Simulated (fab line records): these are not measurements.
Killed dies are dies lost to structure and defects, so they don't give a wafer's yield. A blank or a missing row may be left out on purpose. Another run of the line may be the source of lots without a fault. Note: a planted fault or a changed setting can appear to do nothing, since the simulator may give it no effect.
fab line records | flow sky130
record: lots: 10 | wafers: 30 | last_day: 50
route steps=708 shown GATE_OXIDE@189 POLY_CUT@316 RES_XHIGH@340 PAD_OPEN@708
lots untouched by any fault: they come from a run of this same line in which no faults occurred
start_h: hours from the record's opening day to when the first of the lot's shown wafers began | wait_h: how many hours have passed since the lot's step before this one | " the same as in the row above | L1.1+2: a row that stands for several wafers | - either no value or no given start | * or withheld: withheld | < > ~ a bound
route shown NAME@n: a module of which the file shows steps, and the number in the route of the first | usual: the fault-free wafers' mean and standard deviation | same: alike in all rows | chamber/n: place in a boat | sites: each site's reading | _std_site: their standard deviation | _edge_site: mean of outer sites minus mean of inner sites | radius_mm: for every site, how far away it sits from the centre of the wafer | mask NAME#n: copy n | behind: the tool/chamber that last shaped the wafer | hold: why the lot went on hold/how many hours it stayed there/how the hold came to an end | device: names the non-switching transistor (n, p or np) | end of line: tests of these same wafers at the route's end | a step with no rows: only its recipe | killed: dies lost to structure and defects at the first sort, not the wafer's yield | map: a wafer's dies, marking killed ones x, the rest . and places with no die _
set.NAME: the setting that was run; set.NAME@STEP: the one run at that earlier step | model.NAME: the simulator's own value behind a step, which no gauge read
route steps across a sampled set of lots; one table per step, one row per wafer
services: when a tool's chamber went out of use (start_h, in hours from the record's first day, below 0 if earlier), for how many hours, and the reason
== steps ==
step: SKY_GATE_OXIDE_THK_MEAS_02
recipe: reads: SiO2_of_GATE_OXIDE_OXIDATION_01
usual: GATE_OXIDE_OXIDATION_00_THK: 10.25/0.18
lot.wafer | tool          | chamber | start_h | wait_h | GATE_OXIDE_OXIDATION_00_THK[nm]
L150.1    | film_metro-02 | -       | 309.12  | 0.0    | 10.11
L150.4    | "             | -       | "       | "      | 10.11
L150.6    | "             | -       | "       | "      | 10.21
L153.1    | film_metro-02 | -       | 339.79  | 0.0    | 10.38
L153.2    | "             | -       | "       | "      | 10.26
L153.6    | "             | -       | "       | "      | 10.29
L152.2    | film_metro-01 | -       | 339.80  | 0.0    | 10.18
L152.5    | "             | -       | "       | "      | 10.24
L152.6    | "             | -       | "       | "      | 10.14
L160.2    | film_metro-02 | -       | 372.32  | 0.0    | 10.10
L160.3    | "             | -       | "       | "      | 10.12
L160.4    | "             | -       | "       | "      | 10.11
L161.2    | film_metro-01 | -       | 379.43  | 0.0    | 9.82
L161.4    | "             | -       | "       | "      | 10.22
L161.5    | "             | -       | "       | "      | 10.06
L163.1    | film_metro-01 | -       | 394.98  | 0.0    | 10.12
L163.3    | "             | -       | "       | "      | 10.25
L163.5    | "             | -       | "       | "      | 10.24
L166.2    | film_metro-01 | -       | 423.73  | 0.0    | 10.20
L166.5    | "             | -       | "       | "      | 10.32
L166.6    | "             | -       | "       | "      | 9.98
L167.2    | film_metro-02 | -       | 430.56  | 0.0    | 10.11
L167.3    | "             | -       | "       | "      | 10.45
L167.6    | "             | -       | "       | "      | 10.28
L168.2    | film_metro-02 | -       | 444.88  | 0.0    | 10.28
L168.5    | "             | -       | "       | "      | 10.31
L168.6    | "             | -       | "       | "      | 10.28
L170.3    | film_metro-02 | -       | 457.04  | 0.0    | 10.02
L170.5    | "             | -       | "       | "      | 10.02
L170.6    | "             | -       | "       | "      | 9.95
step: SKY_POLY_CUT_OVL_MEAS_09
usual: POLY_CUT_OVL: 4/5
lot.wafer | tool       | chamber | start_h | wait_h | POLY_CUT_OVL[nm]
L150.1    | overlay-02 | -       | 599.07  | 0.1    | 5
L150.4    | "          | -       | "       | "      | 8
L150.6    | "          | -       | "       | "      | 10
L152.2    | overlay-01 | -       | 611.74  | 0.1    | 2
L152.5    | "          | -       | "       | "      | 7
L152.6    | "          | -       | "       | "      | 2
L153.1    | overlay-02 | -       | 612.08  | 0.1    | 7
L153.2    | "          | -       | "       | "      | -2
L153.6    | "          | -       | "       | "      | 1
L160.2    | overlay-01 | -       | 659.64  | 0.1    | 11
L160.3    | "          | -       | "       | "      | 9
L160.4    | "          | -       | "       | "      | 14
L161.2    | overlay-02 | -       | 666.18  | 0.1    | 17
L161.4    | "          | -       | "       | "      | 12
L161.5    | "          | -       | "       | "      | 15
L163.1    | overlay-01 | -       | 671.12  | 0.1    | 8
L163.3    | "          | -       | "       | "      | 7
L163.5    | "          | -       | "       | "      | 15
L166.2    | overlay-01 | -       | 696.24  | 0.1    | 6
L166.5    | "          | -       | "       | "      | 2
L166.6    | "          | -       | "       | "      | 3
L167.2    | overlay-01 | -       | 716.73  | 0.1    | 2
L167.3    | "          | -       | "       | "      | 2
L167.6    | "          | -       | "       | "      | 5
L168.2    | overlay-02 | -       | 728.84  | 0.1    | 7
L168.5    | "          | -       | "       | "      | 9
L168.6    | "          | -       | "       | "      | 14
L170.3    | overlay-02 | -       | 729.10  | 0.1    | 3
L170.5    | "          | -       | "       | "      | 5
L170.6    | "          | -       | "       | "      | 3
step: SKY_POLY_CUT_ETCH_10
recipe: chemistry: N2/H2 | target: BARC | ion_energy_ev: 200 | source_w: 500 | bias_w: 100 | pressure_mtorr: 30 | n2_flow_sccm: 100 | h2_flow_sccm: 200 | stop_on: SiO2 | time_s: 45.9 | target_depth_a: 600
usual: bias_w: 99.99/0.29 | chamber_pressure_mTorr: 30.001/0.025 | drypump_motor_current_A: 5.6/0.4 | oes_product_au: 0.855/0.0044 | throttle_valve_pct: 13.224/0.01
lot.wafer | tool        | chamber | start_h | wait_h | bias_w | chamber_pressure_mTorr | drypump_motor_current_A | oes_product_au | rf_hours_counter_h | throttle_valve_pct
L150.1    | rie_diel-02 | 2       | 599.11  | 0.0    | -      | -                      | -                       | -              | -                  | -
L150.4    | "           | 0       | "       | "      | -      | -                      | -                       | -              | -                  | -
L150.6    | "           | 2       | "       | "      | -      | -                      | -                       | -              | -                  | -
L152.2    | rie_diel-02 | 3       | 611.77  | 0.0    | -      | -                      | -                       | -              | -                  | -
L152.5    | "           | 2       | "       | "      | -      | -                      | -                       | -              | -                  | -
L152.6    | "           | 3       | "       | "      | -      | -                      | -                       | -              | -                  | -
L153.1    | rie_diel-03 | 0       | 612.12  | 0.0    | -      | -                      | -                       | -              | -                  | -
L153.2    | "           | 1       | "       | "      | -      | -                      | -                       | -              | -                  | -
L153.6    | "           | 2       | "       | "      | -      | -                      | -                       | -              | -                  | -
L160.2    | rie_diel-04 | 1       | 659.67  | 0.0    | 99.80  | 30.015                 | 5.2                     | 0.852          | 8                  | 13.227
L160.3    | "           | 0       | "       | "      | 99.93  | 29.981                 | 5.5                     | 0.865          | 6                  | 13.221
L160.4    | "           | 3       | "       | "      | 100.23 | 29.980                 | 5.5                     | 0.854          | 2                  | 13.220
L161.2    | rie_diel-04 | 2       | 666.21  | 0.0    | 99.56  | 29.959                 | 6.2                     | 0.855          | 11                 | 13.230
L161.4    | "           | 0       | "       | "      | 99.87  | 29.964                 | 5.5                     | 0.856          | 6                  | 13.245
L161.5    | "           | 0       | "       | "      | 99.81  | 29.990                 | 5.6                     | 0.851          | -                  | 13.237
L163.1    | rie_diel-02 | 2       | 671.16  | 0.0    | 100.08 | 29.990                 | 5.8                     | 0.850          | 4                  | 13.235
L163.3    | "           | 3       | "       | "      | 100.31 | 30.032                 | 5.1                     | 0.854          | 24                 | 13.232
L163.5    | "           | 2       | "       | "      | 99.87  | 30.006                 | 5.7                     | 0.857          | -                  | 13.225
L166.2    | rie_diel-03 | 2       | 696.27  | 0.0    | 99.61  | 29.969                 | 6.0                     | 0.859          | 14                 | 13.216
L166.5    | "           | 3       | "       | "      | 99.81  | 30.012                 | 5.9                     | 0.858          | -                  | 13.214
L166.6    | "           | 1       | "       | "      | 100.00 | 30.029                 | 6.3                     | 0.862          | -                  | 13.225
L167.2    | rie_diel-02 | 1       | 716.76  | 0.0    | 100.22 | 30.007                 | 5.3                     | 0.858          | 3                  | 13.232
L167.3    | "           | 0       | "       | "      | 100.24 | 29.996                 | 5.1                     | 0.856          | 11                 | 13.221
L167.6    | "           | 3       | "       | "      | 99.70  | 30.020                 | 5.2                     | 0.853          | -                  | 13.225
L168.2    | rie_diel-02 | 1       | 728.87  | 0.0    | 100.28 | 29.992                 | 5.3                     | 0.851          | 3                  | 13.243
L168.5    | "           | 0       | "       | "      | 99.90  | 30.031                 | 5.1                     | 0.851          | -                  | 13.211
L168.6    | "           | 1       | "       | "      | 99.81  | 30.006                 | 5.3                     | 0.858          | -                  | 13.222
L170.3    | rie_diel-03 | 3       | 729.13  | 0.0    | 100.26 | 30.010                 | 5.9                     | 0.851          | 15                 | 13.225
L170.5    | "           | 2       | "       | "      | 100.05 | 29.997                 | 6.0                     | 0.857          | -                  | 13.223
L170.6    | "           | 1       | "       | "      | 100.74 | 30.007                 | 6.3                     | 0.857          | -                  | 13.213
step: SKY_POLY_CUT_ETCH_11
recipe: target: Si3N4 | chemistry: CF4/CH2F2/Ar | stop_on: poly-Si | source_w: 600 | bias_w: 150 | pressure_mtorr: 40 | cf4_flow_sccm: 40 | ch2f2_flow_sccm: 20 | Ar_flow_sccm: 150 | time_s: 42.5 | target_depth_a: 600
usual: bias_w: 150.0/0.46 | cf4_flow_sccm: 40.00/0.12 | drypump_motor_current_A: 5.6/0.4 | oes_product_au: 0.833/0.006 | throttle_valve_pct: 14.994/0.0099
lot.wafer | tool        | chamber | start_h | wait_h | bias_w | cf4_flow_sccm | drypump_motor_current_A | oes_product_au | rf_hours_counter_h | throttle_valve_pct
L150.1    | rie_diel-02 | 2       | 599.15  | 0.0    | 150.3  | 39.86         | 5.8                     | 0.376          | 3                  | 14.947
L150.4    | "           | 0       | "       | "      | 150.0  | 39.97         | 5.1                     | 0.377          | 9                  | 14.953
L150.6    | "           | 2       | "       | "      | 150.1  | 40.14         | 5.7                     | 0.377          | -                  | 14.926
L152.2    | rie_diel-02 | 3       | 611.82  | 0.0    | 150.7  | 39.89         | 5.1                     | 0.374          | 23                 | 14.937
L152.5    | "           | 2       | "       | "      | 150.6  | 40.04         | 5.8                     | 0.383          | -                  | 14.965
L152.6    | "           | 3       | "       | "      | 150.7  | 39.68         | 5.1                     | 0.376          | -                  | 14.952
L153.1    | rie_diel-03 | 0       | 612.16  | 0.0    | 150.6  | 40.03         | 5.7                     | 0.374          | 4                  | 14.958
L153.2    | "           | 1       | "       | "      | 149.5  | 40.01         | 6.3                     | 0.366          | 2                  | 14.947
L153.6    | "           | 2       | "       | "      | 150.6  | 40.06         | 6.1                     | 0.379          | -                  | 14.943
L160.2    | rie_diel-04 | 1       | 659.72  | 0.0    | 149.9  | 40.13         | 5.3                     | 0.835          | 8                  | 15.003
L160.3    | "           | 0       | "       | "      | 149.7  | 40.01         | 5.6                     | 0.830          | 6                  | 14.995
L160.4    | "           | 3       | "       | "      | 150.2  | 39.87         | 5.5                     | 0.831          | 2                  | 15.001
L161.2    | rie_diel-04 | 2       | 666.25  | 0.0    | 149.9  | 40.15         | 6.2                     | 0.841          | 11                 | 14.997
L161.4    | "           | 0       | "       | "      | 149.1  | 40.06         | 5.5                     | 0.840          | 6                  | 14.986
L161.5    | "           | 0       | "       | "      | 149.0  | 39.80         | 5.5                     | 0.834          | -                  | 14.995
L163.1    | rie_diel-02 | 2       | 671.20  | 0.0    | 149.8  | 39.96         | 5.7                     | 0.831          | 4                  | 15.012
L163.3    | "           | 3       | "       | "      | 150.6  | 39.94         | 5.1                     | 0.830          | 24                 | 14.996
L163.5    | "           | 2       | "       | "      | 149.7  | 40.10         | 5.8                     | 0.843          | -                  | 14.993
L166.2    | rie_diel-03 | 2       | 696.31  | 0.0    | 149.5  | 40.12         | 6.0                     | 0.832          | 14                 | 15.013
L166.5    | "           | 3       | "       | "      | 149.1  | 40.28         | 5.8                     | 0.834          | -                  | 14.979
L166.6    | "           | 1       | "       | "      | 150.1  | 39.95         | 6.3                     | 0.848          | -                  | 14.990
L167.2    | rie_diel-02 | 1       | 716.80  | 0.0    | 149.9  | 39.97         | 5.3                     | 0.829          | 3                  | 15.011
L167.3    | "           | 0       | "       | "      | 149.2  | 39.92         | 5.1                     | 0.828          | 11                 | 15.003
L167.6    | "           | 3       | "       | "      | 150.0  | 40.05         | 5.2                     | 0.837          | -                  | 14.992
L168.2    | rie_diel-02 | 1       | 728.91  | 0.0    | 149.8  | 39.84         | 5.3                     | 0.841          | 3                  | 15.007
L168.5    | "           | 0       | "       | "      | 149.6  | 40.01         | 5.1                     | 0.843          | -                  | 15.007
L168.6    | "           | 1       | "       | "      | 149.9  | 39.91         | 5.3                     | 0.842          | -                  | 14.996
L170.3    | rie_diel-03 | 3       | 729.17  | 0.0    | 149.4  | 39.86         | 5.9                     | 0.824          | 15                 | 14.992
L170.5    | "           | 2       | "       | "      | 149.7  | 39.94         | 6.0                     | 0.838          | -                  | 14.993
L170.6    | "           | 1       | "       | "      | 149.6  | 39.91         | 6.3                     | 0.825          | -                  | 14.989
step: SKY_POLY_CUT_STRIP_12
recipe: chemistry: O2/N2 | power_w: 1400 | pressure_mtorr: 1500 | platen_temp_c: withheld | o2_flow_sccm: 3000 | n2_flow_sccm: 300 | overash_fraction: 0.5
usual: drypump_motor_current_A: 5.8/0.46 | oes_product_au: 0.452/0.0038 | strip_time_to_endpoint_s: 5.356/0.015
lot.wafer | tool            | chamber | start_h | wait_h | drypump_motor_current_A | oes_product_au | rf_hours_counter_h | strip_time_to_endpoint_s
L150.1    | plasma_asher-03 | 1       | 599.19  | 0.0    | 5.8                     | 0.463          | 89                 | 5.630
L150.4    | "               | 1       | "       | "      | 5.8                     | 0.464          | -                  | 5.626
L150.6    | "               | 1       | "       | "      | 5.8                     | 0.466          | -                  | 5.641
L152.2    | plasma_asher-03 | 0       | 611.86  | 0.0    | 6.2                     | 0.468          | 91                 | 5.626
L152.5    | "               | 0       | "       | "      | 6.1                     | 0.456          | -                  | 5.638
L152.6    | "               | 1       | "       | "      | 5.8                     | 0.465          | -                  | 5.648
L153.1    | plasma_asher-04 | 0       | 612.20  | 0.0    | 6.7                     | 0.464          | 74                 | 5.599
L153.2    | "               | 1       | "       | "      | 5.0                     | 0.456          | 74                 | 5.613
L153.6    | "               | 0       | "       | "      | 6.7                     | 0.463          | -                  | 5.631
L160.2    | plasma_asher-03 | 0       | 659.76  | 0.0    | 6.1                     | 0.456          | 95                 | 5.369
L160.3    | "               | 1       | "       | "      | 5.8                     | 0.461          | -                  | 5.354
L160.4    | "               | 0       | "       | "      | 6.1                     | 0.449          | -                  | 5.349
L161.2    | plasma_asher-03 | 1       | 666.29  | 0.0    | 5.8                     | 0.454          | 95                 | 5.338
L161.4    | "               | 1       | "       | "      | 5.8                     | 0.450          | -                  | 5.349
L161.5    | "               | 0       | "       | "      | 6.1                     | 0.448          | -                  | 5.359
L163.1    | plasma_asher-03 | 0       | 671.24  | 0.0    | 6.1                     | 0.451          | 96                 | 5.364
L163.3    | "               | 1       | "       | "      | 5.8                     | 0.449          | -                  | 5.346
L163.5    | "               | 1       | "       | "      | 5.8                     | 0.457          | -                  | 5.343
L166.2    | plasma_asher-04 | 0       | 696.35  | 0.0    | 6.7                     | 0.456          | 82                 | 5.377
L166.5    | "               | 1       | "       | "      | 5.0                     | 0.450          | -                  | 5.358
L166.6    | "               | 0       | "       | "      | 6.7                     | 0.456          | -                  | 5.359
L167.2    | plasma_asher-04 | 1       | 716.84  | 0.0    | 5.0                     | 0.455          | 84                 | 5.371
L167.3    | "               | 0       | "       | "      | 6.7                     | 0.450          | -                  | 5.357
L167.6    | "               | 1       | "       | "      | 5.0                     | 0.450          | -                  | 5.382
L168.2    | plasma_asher-03 | 1       | 728.95  | 0.0    | 5.8                     | 0.448          | 102                | 5.360
L168.5    | "               | 0       | "       | "      | 6.1                     | 0.450          | -                  | 5.365
L168.6    | "               | 1       | "       | "      | 5.8                     | 0.452          | -                  | 5.371
L170.3    | plasma_asher-04 | 0       | 729.24  | 0.1    | 6.7                     | 0.459          | -                  | 5.372
L170.5    | "               | 1       | "       | "      | 5.0                     | 0.452          | -                  | 5.385
L170.6    | "               | 0       | "       | "      | 6.7                     | 0.450          | -                  | 5.362
step: SKY_RES_XHIGH_STRIP_08
recipe: chemistry: O2/N2 | power_w: 1400 | pressure_mtorr: 1500 | platen_temp_c: withheld | o2_flow_sccm: 3000 | n2_flow_sccm: 300 | overash_fraction: 0.5
usual: drypump_motor_current_A: 5.73/0.27 | oes_product_au: 0.711/0.0043 | strip_time_to_endpoint_s: 14.28/0.039
lot.wafer | tool            | chamber | start_h | wait_h | drypump_motor_current_A | oes_product_au | rf_hours_counter_h | strip_time_to_endpoint_s
L160.2    | plasma_asher-02 | 1       | 714.52  | 0.1    | 5.67                    | 0.705          | 29                 | 14.31
L160.3    | "               | 1       | "       | "      | 5.68                    | 0.712          | -                  | 14.32
L160.4    | "               | 0       | "       | "      | 5.65                    | 0.709          | -                  | 14.29
L161.2    | plasma_asher-01 | 0       | 722.31  | 0.1    | 5.97                    | 0.717          | 63                 | 14.28
L161.4    | "               | 1       | "       | "      | 5.34                    | 0.709          | -                  | 14.28
L161.5    | "               | 0       | "       | "      | 5.98                    | 0.709          | -                  | 14.28
L163.1    | plasma_asher-01 | 0       | 726.51  | 0.1    | 5.98                    | 0.713          | 63                 | 14.28
L163.3    | "               | 1       | "       | "      | 5.35                    | 0.709          | -                  | 14.29
L163.5    | "               | 1       | "       | "      | 5.34                    | 0.710          | -                  | 14.26
L166.2    | plasma_asher-03 | 0       | 751.52  | 0.1    | 6.15                    | 0.712          | 1                  | 14.34
L166.5    | "               | 1       | "       | "      | 5.76                    | 0.714          | -                  | 14.30
L166.6    | "               | 0       | "       | "      | 6.16                    | 0.713          | -                  | 14.28
L167.2    | plasma_asher-02 | 1       | 770.02  | 0.1    | 5.66                    | 0.711          | 34                 | 14.31
L167.3    | "               | 0       | "       | "      | 5.63                    | 0.713          | -                  | 14.32
L167.6    | "               | 0       | "       | "      | 5.63                    | 0.713          | -                  | 14.30
L168.2    | plasma_asher-02 | 1       | 781.61  | 0.1    | 5.64                    | 0.713          | 35                 | 14.23
L168.5    | "               | 1       | "       | "      | 5.66                    | 0.712          | -                  | 14.29
L168.6    | "               | 0       | "       | "      | 5.63                    | 0.713          | -                  | 14.27
L170.3    | plasma_asher-01 | 1       | 782.01  | 0.1    | 5.31                    | 0.710          | -                  | 14.18
L170.5    | "               | 1       | "       | "      | 5.34                    | 0.699          | -                  | 14.21
L170.6    | "               | 0       | "       | "      | 5.97                    | 0.712          | -                  | 14.21
step: SKY_PAD_OPEN_PROBE_99
usual: killed_at_M0_to_M3: 42/6.1 | killed_at_M4_up: 3.3/1.7 | killed_at_contacts: 25/5.4 | killed_at_front_end: 16/4.6 | killed_at_other: 0.4/0.55 | killed_dies: 87/8.8 | killed_on_rim: 18/3.6 | killed_open: 47/7.1 | killed_short: 40/5.8
same: gross_dies: 492 | killed_at_back_side: 0
lot.wafer | tool      | chamber | start_h | wait_h | killed_at_M0_to_M3 | killed_at_M4_up | killed_at_contacts | killed_at_front_end | killed_at_other | killed_dies | killed_on_rim | killed_open | killed_short
L150.1    | prober-01 | -       | 1091.58 | 0.1    | 53                 | 6               | 26                 | 407                 | 0               | 492         | 96            | 54          | 55
L150.4    | prober-01 | -       | 1091.73 | 0.2    | 50                 | 2               | 31                 | 409                 | 0               | 492         | 96            | 58          | 40
L150.6    | prober-01 | -       | 1091.83 | 0.2    | 46                 | 5               | 17                 | 424                 | 0               | 492         | 96            | 57          | 34
L152.2    | prober-02 | -       | 1110.67 | 0.1    | 44                 | 4               | 22                 | 421                 | 1               | 492         | 96            | 49          | 42
L152.5    | prober-02 | -       | 1110.82 | 0.2    | 41                 | 2               | 20                 | 429                 | 0               | 492         | 96            | 39          | 40
L152.6    | prober-02 | -       | 1110.87 | 0.2    | 52                 | 2               | 19                 | 418                 | 1               | 492         | 96            | 51          | 46
L153.1    | prober-02 | -       | 1112.18 | 0.1    | 47                 | 4               | 28                 | 413                 | 0               | 492         | 96            | 48          | 50
L153.2    | prober-02 | -       | 1112.23 | 0.1    | 43                 | 2               | 24                 | 423                 | 0               | 492         | 96            | 46          | 33
L153.6    | prober-02 | -       | 1112.43 | 0.2    | 32                 | 3               | 26                 | 430                 | 1               | 492         | 96            | 39          | 40
L166.2    | prober-02 | -       | 1162.05 | 0.1    | 39                 | 5               | 17                 | 14                  | 0               | 75          | 17            | 38          | 37
L166.5    | prober-02 | -       | 1162.20 | 0.2    | 44                 | 2               | 19                 | 14                  | 2               | 81          | 14            | 47          | 33
L166.6    | prober-02 | -       | 1162.25 | 0.2    | 47                 | 2               | 17                 | 16                  | 1               | 83          | 18            | 45          | 35
L167.2    | prober-01 | -       | 1176.10 | 0.1    | 47                 | 4               | 28                 | 17                  | 0               | 96          | 21            | 57          | 39
L167.3    | prober-01 | -       | 1176.15 | 0.2    | 42                 | 4               | 21                 | 16                  | 0               | 83          | 15            | 52          | 31
L167.6    | prober-01 | -       | 1176.30 | 0.2    | 62                 | 3               | 18                 | 18                  | 0               | 101         | 18            | 55          | 44
killed by level:class
L150.1 POLY_CUT:area_etch=383 VIA1:geometric_particle:open=12 CONTACT:geometric_particle:open=11 FIELD_ISO:geometric_particle:open=7 VIA1:geometric_particle:short=7 FIELD_ISO:geometric_particle:short=6 VIA3:geometric_particle:short=6 VIA3:geometric_particle:open=6
L150.4 POLY_CUT:area_etch=394 VIA1:geometric_particle:open=11 CONTACT:geometric_particle:open=11 LI_CONTACT:geometric_particle:open=10 METAL1:geometric_particle:short=8 CONTACT:geometric_particle:short=7 VIA2:geometric_particle:open=7 VIA3:geometric_particle:open=7
L150.6 POLY_CUT:area_etch=401 VIA1:geometric_particle:open=16 FIELD_ISO:geometric_particle:open=8 CONTACT:geometric_particle:open=8 VIA3:geometric_particle:open=7 VIA2:geometric_particle:open=5 LI_CONTACT:geometric_particle:open=5 METAL3:geometric_particle:short=5
L152.2 POLY_CUT:area_etch=401 LI_CONTACT:geometric_particle:open=8 VIA1:geometric_particle:open=7 LI_CONTACT:geometric_particle:short=6 CONTACT:geometric_particle:open=6 VIA3:geometric_particle:open=6 POLY_GATE:geometric_particle:short=5 METAL1:geometric_particle:short=5
L152.5 POLY_CUT:area_etch=413 VIA1:geometric_particle:open=6 METAL2:geometric_particle:short=6 LI_CONTACT:geometric_particle:open=5 CONTACT:geometric_particle:open=5 METAL1:geometric_particle:short=5 VIA1:geometric_particle:short=5 VIA2:geometric_particle:open=5
L152.6 POLY_CUT:area_etch=395 VIA1:geometric_particle:open=11 POLY_GATE:geometric_particle:short=10 METAL2:geometric_particle:short=7 LI_CONTACT:geometric_particle:open=7 CONTACT:geometric_particle:open=7 VIA3:geometric_particle:open=7 VIA2:geometric_particle:open=7
L153.1 POLY_CUT:area_etch=394 VIA1:geometric_particle:short=10 VIA1:geometric_particle:open=9 LI_CONTACT:geometric_particle:open=8 CONTACT:geometric_particle:short=6 VIA2:geometric_particle:open=5 FIELD_ISO:geometric_particle:short=4 POLY_GATE:geometric_particle:open=4
L153.2 POLY_CUT:area_etch=413 VIA1:geometric_particle:open=19 CONTACT:geometric_particle:short=7 LI_CONTACT:geometric_particle:open=6 CONTACT:geometric_particle:open=5 METAL3:geometric_particle:short=5 METAL1:geometric_particle:short=4 FIELD_ISO:geometric_particle:open=3
L153.6 POLY_CUT:area_etch=413 VIA1:geometric_particle:open=9 CONTACT:geometric_particle:open=7 FIELD_ISO:geometric_particle:open=6 LOCAL_INTERCONNECT:geometric_particle:short=6 FIELD_ISO:geometric_particle:short=5 LI_CONTACT:geometric_particle:short=5 CONTACT:geometric_particle:short=5
L166.2 METAL1:geometric_particle:short=9 VIA2:geometric_particle:open=7 LI_CONTACT:geometric_particle:open=6 VIA1:geometric_particle:open=6 CONTACT:geometric_particle:open=5 FIELD_ISO:geometric_particle:open=4 VIA3:geometric_particle:short=4 METAL4:geometric_particle:short=4
L166.5 VIA1:geometric_particle:open=9 LI_CONTACT:geometric_particle:open=6 CONTACT:geometric_particle:open=6 METAL2:geometric_particle:short=6 VIA2:geometric_particle:open=6 VIA3:geometric_particle:open=5 FIELD_ISO:geometric_particle:short=4 POLY_GATE:geometric_particle:open=4
L166.6 VIA1:geometric_particle:open=11 METAL1:geometric_particle:short=10 CONTACT:geometric_particle:open=6 VIA3:geometric_particle:open=6 LI_CONTACT:geometric_particle:open=5 POLY_GATE:geometric_particle:open=4 METAL2:geometric_particle:short=4 FIELD_ISO:geometric_particle:short=3
L167.2 VIA1:geometric_particle:open=15 VIA1:geometric_particle:short=11 LI_CONTACT:geometric_particle:open=10 CONTACT:geometric_particle:open=9 VIA2:geometric_particle:open=9 CONTACT:geometric_particle:short=6 FIELD_ISO:geometric_particle:open=4 FIELD_ISO:geometric_particle:short=3
L167.3 VIA1:geometric_particle:open=11 FIELD_ISO:geometric_particle:open=9 CONTACT:geometric_particle:open=7 VIA2:geometric_particle:open=7 METAL1:geometric_particle:short=6 VIA3:geometric_particle:open=6 LOCAL_INTERCONNECT:geometric_particle:short=5 METAL2:geometric_particle:short=4
L167.6 VIA1:geometric_particle:open=14 CONTACT:geometric_particle:open=11 VIA2:geometric_particle:open=9 VIA3:geometric_particle:open=8 METAL1:geometric_particle:short=7 FIELD_ISO:geometric_particle:open=5 VIA1:geometric_particle:short=5 METAL2:geometric_particle:short=5
== services ==
tool            | chamber | start_h | hours | kind
rie_diel-03     | 2       | 579.69  | 1.7   | repair
rie_diel-04     | 2       | 614.59  | 8.9   | repair
rie_diel-04     | 3       | 618.81  | 3.6   | repair
rie_diel-02     | 2       | 618.85  | 15.7  | repair
rie_diel-03     | 1       | 619.32  | 4.1   | repair
rie_diel-04     | 0       | 627.25  | 1.9   | repair
rie_diel-03     | 3       | 632.03  | 3.8   | repair
plasma_asher-03 | -       | 636.09  | 7.9   | repair
rie_diel-02     | -       | 639.72  | 0.5   | repair
plasma_asher-02 | -       | 644.77  | 6.6   | repair
plasma_asher-01 | -       | 668.11  | 0.7   | repair
rie_diel-04     | 3       | 676.52  | 4.7   | repair
plasma_asher-03 | -       | 676.62  | 2.8   | repair
plasma_asher-01 | -       | 680.71  | 4.0   | repair
rie_diel-03     | 0       | 694.69  | 17.0  | repair
rie_diel-03     | 0       | 712.53  | 45.7  | repair
rie_diel-03     | 3       | 717.16  | 5.0   | repair
plasma_asher-02 | -       | 727.21  | 2.1   | repair
rie_diel-02     | 3       | 727.79  | 2.2   | repair
plasma_asher-03 | -       | 733.75  | 9.0   | pm
plasma_asher-03 | 0       | 733.75  | 9.0   | vent_cycle
plasma_asher-03 | 1       | 733.75  | 9.0   | vent_cycle
plasma_asher-03 | -       | 762.16  | 1.0   | repair
rie_diel-04     | 1       | 778.27  | 6.8   | repair
== key ==
first_sign: step: SKY_POLY_CUT_ETCH_10 | reading: tool_record | direction: missing
effect: step: SKY_POLY_CUT_ETCH_11 | reading: oes_product_au | direction: down | sigmas: 76 | usual: 0.833 | struck: 0.376
effect: step: SKY_POLY_CUT_STRIP_12 | reading: strip_time_to_endpoint_s | direction: up | sigmas: 18 | usual: * | struck: *
effect: step: SKY_PAD_OPEN_PROBE_99 | reading: killed_at_front_end | direction: up | sigmas: 87 | usual: 16 | struck: 419
more_kills_born_at: SKY_POLY_CUT_ETCH_10@rie_diel-02: 2387 | SKY_POLY_CUT_ETCH_10@rie_diel-03: 1220
met_at SKY_POLY_CUT_ETCH_10
struck_lots L150,L152,L153
later_rows_left_out L150.1,L150.4,L150.6,L152.2,L152.5,L152.6,L153.1,L153.2,L153.6
tester_left_out L150,L152,L153
not_acting_at SKY_GATE_OXIDE_THK_MEAS_02,SKY_POLY_CUT_OVL_MEAS_09,SKY_RES_XHIGH_STRIP_08
fault: kind: skipped_step_whole | tool: rie_diel-02,rie_diel-03 | chamber: - | onset_h: 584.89 | steps: SKY_POLY_CUT_ETCH_10 | scope: struck_lots_only
tester_left_out: of these lots the tester's yield and bins aren't shown, on N5 and GAA mostly nor the transistor test; their killed dies are dies lost to structure and defects alone, not to doping, threshold or leakage, so they don't give the yield
later_rows_left_out: the simulator's readings of these wafers behind a module that went badly wrong aren't trusted and aren't shown, but for the sort
